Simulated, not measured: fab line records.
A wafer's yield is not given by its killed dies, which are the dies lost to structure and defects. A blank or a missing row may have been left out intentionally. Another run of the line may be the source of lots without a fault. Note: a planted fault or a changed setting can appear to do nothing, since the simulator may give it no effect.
Comparing a struck lot with a sound one ; flow sky130 ; 16 steps out of a route of 708
Sound: the wafers L305.1, L305.5, L305.6. The struck wafers were L308.1, L308.5, L308.6. Last of all comes the cause.
Each step with rows lists, per side, the tool, then ch with its chambers, then its first start. Under that, the readings that differ: sound wafers ; struck wafers ; difference of the means ; sigmas: that difference in standard deviations of wafers without a fault.
alike: readings with means less than 2 such deviations apart, plus words and numbers identical on both sides. not compared: withheld readings, readings lacking a value on some wafer, bounds such as >300 that could conceal the same value, and numbers that have no deviation in the record and whose values overlap.
A row with sigmas, a row that says differs or no value, or rows on one side alone: a step with any of these is where the two part. Numbers that have no deviation but don't overlap get no sigmas and don't part them. A reading missing from all wafers of one side parts the sides only when that side holds two or more wafers.

first, 2 steps without rows for these wafers: SKY_NWELL_IMPLANT_12; SKY_NWELL_IMPLANT_13.
SKY_NWELL_STRIP_14: strips in O2/N2.
  sound on plasma_asher-03 ch 0,1, day 4 21:47; struck on plasma_asher-03 ch 0,1, day 5 15:11
  alike: drypump_motor_current_A, n2_flow_sccm, oes_product_au, strip_time_to_endpoint_s
  not compared: rf_hours_counter_h
SKY_NWELL_TW_MEAS_15:
  sound: film_metro-04 at day 4 21:53; struck: film_metro-03 at day 5 15:17
  alike: NWELL_TW
then, 7 steps without rows for these wafers: SKY_NWELL_DEHYDRATE_16 (time 60 s); SKY_NWELL_HMDS_17 (prime time 60 s); SKY_NWELL_COAT_18 (resist thk 3000 nm); SKY_NWELL_SOFTBAKE_19; SKY_NWELL_EXPOSE_20 (exposes mask NWM COMPLEMENT, target cd 840 nm); SKY_NWELL_PEB_21; SKY_NWELL_DEVELOP_22 (develop time 60 s).
SKY_NWELL_OVL_MEAS_23:
  sound: overlay-02 at day 5 15:02; struck: overlay-02 at day 6 08:59
reading;sound;struck;difference;sigmas
NWELL_01_OVL (nm);2.8 2.2 2.1;-2.7 -3.3 -4.2;-5.8;-4
SKY_NWELL_IMPLANT_24:
  sound on implanter-02 ch 0, day 5 15:05; struck on implanter-03 ch 0, day 6 09:01
reading;sound;struck;difference;sigmas
dose_ions_cm2;9.183e+12 9.21e+12 9.211e+12;8.239e+12 8.253e+12 8.238e+12;-9.580e+11;-87
faraday_current_uA;53.6 51.1 51.6;46.1 45.1 45.7;-6.5;-6
SKY_NWELL_STRIP_25: strips in O2/N2.
  sound on plasma_asher-04 ch 0,1, day 5 15:14; struck on plasma_asher-01 ch 0,1, day 6 09:10
  alike: drypump_motor_current_A, n2_flow_sccm, oes_product_au, strip_time_to_endpoint_s
  not compared: rf_hours_counter_h
SKY_NWELL_TW_MEAS_26:
  sound: film_metro-04 at day 5 15:20; struck: film_metro-04 at day 6 09:16
reading;sound;struck;difference;sigmas
NWELL_2_TW;498 498 499;481 485 483;-15;-3
  not compared: hold
-- the record jumps here: 41 days lie between the struck wafers' starts before and after (it left off in module NWELL and takes up again in module PAD_OPEN, whose first step shown is number 708 of the route) --
SKY_PAD_OPEN_PROBE_99:
  sound: prober-01 at day 46 11:46; struck: prober-02 at day 46 23:58
reading;sound;struck;difference;sigmas
model.etest.pfet_16v.r_on_ohm_um;1.464e+04 1.472e+04 1.462e+04;1.574e+04 1.598e+04 1.601e+04;+1.250e+03;
model.etest.res_pwell_under_gate.rs_ohm_sq;2258 2258 2266;2471 2454 2480;+208;
model.etest.pfet_16v.drive_ua_um;252.3 251.9 249.1;234.6 231.4 232.7;-18.2;
model.etest.field_n.vt_v (V);34.77 35.33 34.57;33.41 33.56 33.65;-1.35;
  alike: killed_at_M0_to_M3, killed_at_M4_up, killed_at_contacts, killed_at_front_end, killed_at_other, killed_dies, killed_open, killed_short

== WHERE THEY PART ==
Last at SKY_NWELL_TW_MEAS_26 as far as this record goes, first at SKY_NWELL_OVL_MEAS_23. Later steps at which nothing parts them and some readings are alike: SKY_PAD_OPEN_PROBE_99.

WHY: whatever the simulator had introduced
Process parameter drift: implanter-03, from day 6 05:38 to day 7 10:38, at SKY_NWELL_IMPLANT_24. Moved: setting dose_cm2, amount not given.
